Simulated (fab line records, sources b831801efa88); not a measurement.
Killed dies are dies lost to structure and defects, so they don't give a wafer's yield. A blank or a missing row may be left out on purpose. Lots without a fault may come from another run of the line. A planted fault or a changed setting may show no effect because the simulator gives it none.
Chamber matching | flow sfq_line | SFQ_TRILAYER_I4_CMP_CMP_100 on cmp-01: 4 sister chambers
The step polishes SiO2. 22 wafers are shown with their chamber, then 11 later ones without.

WAFERS WITH THEIR CHAMBER
wafer  | chamber | motor_current_A (A) | time_to_endpoint_s (s) | platen_rpm (rpm)
L447.4 | 2       | 9.7                 | 215                    | 59.92
L447.2 | 0       | 10.0                | 219                    | 60.03
L447.6 | 3       | 10.3                | 210                    | 59.96
L448.1 | 2       | 8.8                 | 194                    | 59.99
L448.4 | 3       | 10.3                | 197                    | 59.97
L448.5 | 2       | 9.0                 | 198                    | 59.99
L449.4 | 1       | 11.3                | 198                    | 59.98
L449.1 | 3       | 10.3                | 192                    | 59.92
L449.5 | 2       | 9.8                 | 208                    | 59.98
L450.1 | 1       | 10.7                | 191                    | 60.02
L450.3 | 2       | 9.3                 | 202                    | 60.02
L450.5 | 1       | 11.0                | 206                    | 60.06
L458.2 | 0       | 10.0                | 210                    | 60.07
L458.3 | 1       | 11.4                | 223                    | 59.98
L458.4 | 3       | 9.7                 | 209                    | 59.99
L459.1 | 3       | 10.2                | 208                    | 60.00
L459.5 | 0       | 9.2                 | 220                    | 59.88
L459.6 | 3       | 10.2                | 209                    | 59.96
L460.1 | 0       | 9.9                 | 209                    | 59.94
L460.4 | 1       | 11.3                | 215                    | 60.00
L460.6 | 2       | 9.6                 | 214                    | 59.96
L462.3 | 0       | 10.3                | 206                    | 59.93

SIGNATURES (means of the wafers above)
reading            | chamber 0 | chamber 1 | chamber 2 | chamber 3 | scatter within a chamber
motor_current_A    | 9.880     | 11.140    | 9.367     | 10.167    | 0.34
time_to_endpoint_s | 212.80    | 206.60    | 205.17    | 204.17    | 9.07
platen_rpm         | 59.9700   | 60.0080   | 59.9767   | 59.9667   | 0.0462
Rule: a wafer's distance from a chamber is the root of the sum, over the readings, of the square of ((its reading less the chamber's mean) divided by the reading's scatter). The wafer belongs to the nearest chamber; if the next one is less than 2 further off, it can't be placed. The scatter: the root of (the sum of the squares of (reading less its chamber's mean) over the shown wafers, divided by (wafers less chambers)).

WAFERS WITHOUT THEIR CHAMBER
wafer  | motor_current_A (A) | time_to_endpoint_s (s) | platen_rpm (rpm)
L462.4 | 11.2                | 208                    | 59.96
L462.6 | 10.0                | 216                    | 60.00
L463.3 | 8.9                 | 204                    | 60.02
L463.4 | 11.4                | 215                    | 59.97
L463.6 | 10.0                | 211                    | 60.11
L464.2 | 10.2                | 212                    | 60.06
L464.3 | 10.5                | 204                    | 60.00
L464.4 | 11.1                | 212                    | 60.01
L466.1 | 11.3                | 204                    | 60.07
L466.3 | 9.0                 | 211                    | 59.96
L466.6 | 10.4                | 219                    | 60.11

WHICH CHAMBER EACH WENT THROUGH
wafer  | from the rows above               | in truth
L462.4 | 1                                 | 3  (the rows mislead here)
L462.6 | can't be placed: 0 or 3 or 2      | 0
L463.3 | can't be placed: 2 or 0           | 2
L463.4 | 1                                 | 1
L463.6 | can't be placed: 0 or 3 or 2 or 1 | 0
L464.2 | can't be placed: 0 or 3 or 1 or 2 | 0
L464.3 | can't be placed: 3 or 1 or 0      | 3
L464.4 | 1                                 | 1
L466.1 | 1                                 | 1
L466.3 | can't be placed: 2 or 0           | 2
L466.6 | can't be placed: 1 or 0 or 3 or 2 | 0
Placed correctly: 3 of 11. Can't be placed from these rows: 7 (the true chamber is among the candidates in 7). Placed wrongly: 1.
